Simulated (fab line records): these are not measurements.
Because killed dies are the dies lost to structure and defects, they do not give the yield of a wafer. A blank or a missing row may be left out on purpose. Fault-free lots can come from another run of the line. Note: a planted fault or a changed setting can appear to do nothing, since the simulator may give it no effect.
A single fault, viewed from 2 desks :: flow gf180mcu :: what lay behind the numbers comes last; until then each desk has only its own

== DESK OF THE TOOL OWNER: cvd-w-02 ==
The tool's own readings at GF_V3_CVD_23 (deposits W, target thk 350 nm, time 104.9 s): means of the sampled wafers that have a number, for each lot that ran on this tool. Any lot whose mean is over 4 standard deviations away from the usual mean is out of limits and marked OUT; that distance is given in the brackets.
Columns: A = chamber-pressure-Torr at GF_V3_CVD_23, usual 40.00 Torr; B = heater-power-outer-w at GF_V3_CVD_23, usual 492 W; C = heater-power-w at GF_V3_CVD_23, usual 838 W
lot: L343
first seen here: day 22 11:37
A: 40.04
B: 488
C: 787

lot: L346
first seen here: day 23 16:36
A: 40.02
B: 467
C: 820

lot: L360
first seen here: day 28 18:46
A: 39.20 (-9.3) OUT
B: 487
C: 804
This desk's finding: out of limits on L360; first on L360, day 28 18:46 (chamber-pressure-Torr at GF_V3_CVD_23). L343, L346: within limits.

== METROLOGY DESK ==
What the gauges read, lot by lot, whatever tool the lot ran on: means of the sampled wafers that have a number. Any lot whose mean is over 4 standard deviations away from the usual mean is out of limits and marked OUT; that distance is given in the brackets.
Columns: A = V2_OVL at GF_V2_OVL_MEAS_15, usual -4 nm; B = V3_OVL at GF_V3_OVL_MEAS_15, usual -3 nm
lot: L343
first seen here: day 20 09:16
A: -7
B: -2

lot: L345
first seen here: day 21 01:49
A: -8
B: -3

lot: L346
first seen here: day 21 14:58
A: 1
B: -6

lot: L348
first seen here: day 22 00:59
A: -0
B: 0

lot: L349
first seen here: day 22 11:19
A: -8
B: 2

lot: L351
first seen here: day 23 04:46
A: -6
B: 2

lot: L352
first seen here: day 23 13:29
A: -2
B: -7

lot: L360
first seen here: day 26 23:42
A: -10
B: -3

lot: L361
first seen here: day 27 00:40
A: -1
B: -1

lot: L362
first seen here: day 27 07:45
A: -0
B: -11

lot: L364
first seen here: day 27 16:57
A: -3
B: -1

lot: L366
first seen here: day 28 01:51
A: -12
B: -2

lot: L365
first seen here: day 28 03:30
A: 3
B: -5
This desk's finding: nothing out of limits on any of the 13 lots.

== BROUGHT TOGETHER ==
At day 28 18:46, on L360, the tool owner's desk was in a position to raise an alarm.
At the metrology desk, nothing out of limits was observed.
The metrology desk holds a record of L360, inside its limits.
On cvd-w-02, each named lot ran GF_V3_CVD_23.

== WHAT WAS PUT IN BY THE SIMULATOR ==
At GF_V3_CVD_23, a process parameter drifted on cvd-w-02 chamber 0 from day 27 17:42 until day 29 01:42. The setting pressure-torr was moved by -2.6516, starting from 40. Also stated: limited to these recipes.
Lots struck among those shown: L360.
Hours from the fault's start to each desk's first reading out of limits: the tool owner's desk, 25.
